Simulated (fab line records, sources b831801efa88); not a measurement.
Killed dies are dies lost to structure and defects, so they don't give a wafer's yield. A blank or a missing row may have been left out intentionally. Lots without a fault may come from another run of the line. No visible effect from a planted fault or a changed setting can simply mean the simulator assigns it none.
Split-lot experiment || flow sfqLine || route with 325 steps; 5 lots, 23 wafers read

## THE SPLIT ITSELF
At SFQ_TRILAYER_L0_DEP_SPUTTER_003 (material MoNx KI, target thk 40 nm, time 100 s), the setting timeS was moved away from the recipe's 100 s on 8 of the 23 wafers read, by -9.1% to +12.8%. The other wafers ran this setting at the recipe's value.

## FROM THE SPLIT TO THE READING: what the file shows between them, 1 step
- SFQ_L0_RS_MEAS_901: measures by four-point-probe

## THE READING
L0_MONX_KI_THK, in nm, at SFQ_L0_THK_MEAS_902 (measures by xrf). Typical for fault-free wafers on this fab line: 40.0 nm, with standard deviation 0.56 nm.

{"wafer": "L077.1", "tool, chamber at the split": "pvdSputter-03, -", "timeS as run, s": 100, "against the recipe": "recipe", "L0_MONX_KI_THK, nm": 40.9, "against lot-mates on the recipe": "-"}
{"wafer": "L077.2", "tool, chamber at the split": "pvdSputter-03, -", "timeS as run, s": 100, "against the recipe": "recipe", "L0_MONX_KI_THK, nm": 40.2, "against lot-mates on the recipe": "-"}
{"wafer": "L077.3", "tool, chamber at the split": "pvdSputter-03, -", "timeS as run, s": 100, "against the recipe": "recipe", "L0_MONX_KI_THK, nm": 39.2, "against lot-mates on the recipe": "-"}
{"wafer": "L082.1", "tool, chamber at the split": "pvdSputter-06, -", "timeS as run, s": 111.5, "against the recipe": "+11.5%", "L0_MONX_KI_THK, nm": 45.0, "against lot-mates on the recipe": "+4.6"}
{"wafer": "L082.2", "tool, chamber at the split": "pvdSputter-06, -", "timeS as run, s": 100, "against the recipe": "recipe", "L0_MONX_KI_THK, nm": 40.3, "against lot-mates on the recipe": "-"}
{"wafer": "L082.3", "tool, chamber at the split": "pvdSputter-06, -", "timeS as run, s": 111.5, "against the recipe": "+11.5%", "L0_MONX_KI_THK, nm": 45.1, "against lot-mates on the recipe": "+4.7"}
{"wafer": "L082.5", "tool, chamber at the split": "pvdSputter-06, -", "timeS as run, s": 111.5, "against the recipe": "+11.5%", "L0_MONX_KI_THK, nm": 44.6, "against lot-mates on the recipe": "+4.2"}
{"wafer": "L082.6", "tool, chamber at the split": "pvdSputter-06, -", "timeS as run, s": 100, "against the recipe": "recipe", "L0_MONX_KI_THK, nm": 40.5, "against lot-mates on the recipe": "-"}
{"wafer": "L083.1", "tool, chamber at the split": "pvdSputter-03, -", "timeS as run, s": 100, "against the recipe": "recipe", "L0_MONX_KI_THK, nm": 39.9, "against lot-mates on the recipe": "-"}
{"wafer": "L083.2", "tool, chamber at the split": "pvdSputter-03, -", "timeS as run, s": 100, "against the recipe": "recipe", "L0_MONX_KI_THK, nm": 41.0, "against lot-mates on the recipe": "-"}
{"wafer": "L083.4", "tool, chamber at the split": "pvdSputter-03, -", "timeS as run, s": 100, "against the recipe": "recipe", "L0_MONX_KI_THK, nm": 39.6, "against lot-mates on the recipe": "-"}
{"wafer": "L083.5", "tool, chamber at the split": "pvdSputter-03, -", "timeS as run, s": 100, "against the recipe": "recipe", "L0_MONX_KI_THK, nm": 39.3, "against lot-mates on the recipe": "-"}
{"wafer": "L083.6", "tool, chamber at the split": "pvdSputter-03, -", "timeS as run, s": 100, "against the recipe": "recipe", "L0_MONX_KI_THK, nm": 41.1, "against lot-mates on the recipe": "-"}
{"wafer": "L084.1", "tool, chamber at the split": "pvdSputter-06, -", "timeS as run, s": 100, "against the recipe": "recipe", "L0_MONX_KI_THK, nm": 40.3, "against lot-mates on the recipe": "-"}
{"wafer": "L084.2", "tool, chamber at the split": "pvdSputter-06, -", "timeS as run, s": 112.8, "against the recipe": "+12.8%", "L0_MONX_KI_THK, nm": 44.1, "against lot-mates on the recipe": "+4.0"}
{"wafer": "L084.3", "tool, chamber at the split": "pvdSputter-06, -", "timeS as run, s": 100, "against the recipe": "recipe", "L0_MONX_KI_THK, nm": 39.9, "against lot-mates on the recipe": "-"}
{"wafer": "L084.4", "tool, chamber at the split": "pvdSputter-06, -", "timeS as run, s": 112.8, "against the recipe": "+12.8%", "L0_MONX_KI_THK, nm": 45.4, "against lot-mates on the recipe": "+5.3"}
{"wafer": "L084.5", "tool, chamber at the split": "pvdSputter-06, -", "timeS as run, s": 112.8, "against the recipe": "+12.8%", "L0_MONX_KI_THK, nm": 44.9, "against lot-mates on the recipe": "+4.8"}
{"wafer": "L085.1", "tool, chamber at the split": "pvdSputter-05, -", "timeS as run, s": 100, "against the recipe": "recipe", "L0_MONX_KI_THK, nm": 39.1, "against lot-mates on the recipe": "-"}
{"wafer": "L085.2", "tool, chamber at the split": "pvdSputter-05, -", "timeS as run, s": 100, "against the recipe": "recipe", "L0_MONX_KI_THK, nm": 39.2, "against lot-mates on the recipe": "-"}
{"wafer": "L085.3", "tool, chamber at the split": "pvdSputter-05, -", "timeS as run, s": 90.92, "against the recipe": "-9.1%", "L0_MONX_KI_THK, nm": 35.4, "against lot-mates on the recipe": -3.9}
{"wafer": "L085.4", "tool, chamber at the split": "pvdSputter-05, -", "timeS as run, s": 90.92, "against the recipe": "-9.1%", "L0_MONX_KI_THK, nm": 35.8, "against lot-mates on the recipe": -3.5}
{"wafer": "L085.5", "tool, chamber at the split": "pvdSputter-05, -", "timeS as run, s": 100, "against the recipe": "recipe", "L0_MONX_KI_THK, nm": 39.6, "against lot-mates on the recipe": "-"}

FIT RESULTS
A straight line over all 23 wafers: L0_MONX_KI_THK changes by +0.417 nm for each +1% of timeS; r = +0.97; the points scatter about the line by 0.65 nm.
The same after taking each lot's own level away (the mean of its wafers on the recipe; 23 wafers): +0.384 nm for each +1%; r = +0.98; scatter 0.52 nm.
Per that fit: largest timeS move, reading shift of 4.9 nm.
Across the lots, their own levels run from 39.30 to 40.40 nm, a range of 2.0 times the standard deviation given above.
The two slopes agree, so the slope changes little with the lot-to-lot level.
Check: for one of the wafers moved furthest among these (+12.8%), held out of the fit, the line's prediction against its lot-mates is +5.05 nm. It came out at +4 nm against them.

## THE WHOLE CHAIN: every reading that the file lists as answering this split, in the file's order
{"step": "SFQ_TRILAYER_L0_DEP_SPUTTER_003", "what it does": "material MoNx KI, target thk 40 nm, time 100 s", "reading": "MoNx_KI_of_TRILAYER_L0_DEP_SPUTTER_003.thkNm (the simulator's own value, which no gauge read)", "change (the file's fit)": "+0.392 nm for each +1% of the setting", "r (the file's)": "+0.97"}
{"step": "SFQ_L0_RS_MEAS_901", "what it does": "measures by four-point-probe", "reading": "L0_MONX_KI_RS", "change (the file's fit)": "-0.399 for each +1% of the setting", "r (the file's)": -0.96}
{"step": "SFQ_L0_THK_MEAS_902", "what it does": "measures by xrf", "reading": "L0_MONX_KI_THK", "change (the file's fit)": "+0.384 for each +1% of the setting", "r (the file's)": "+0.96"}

## THE FILE'S OWN FIT
L0_MONX_KI_THK changes by +0.384 nm for each +1% of timeS, r = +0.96.
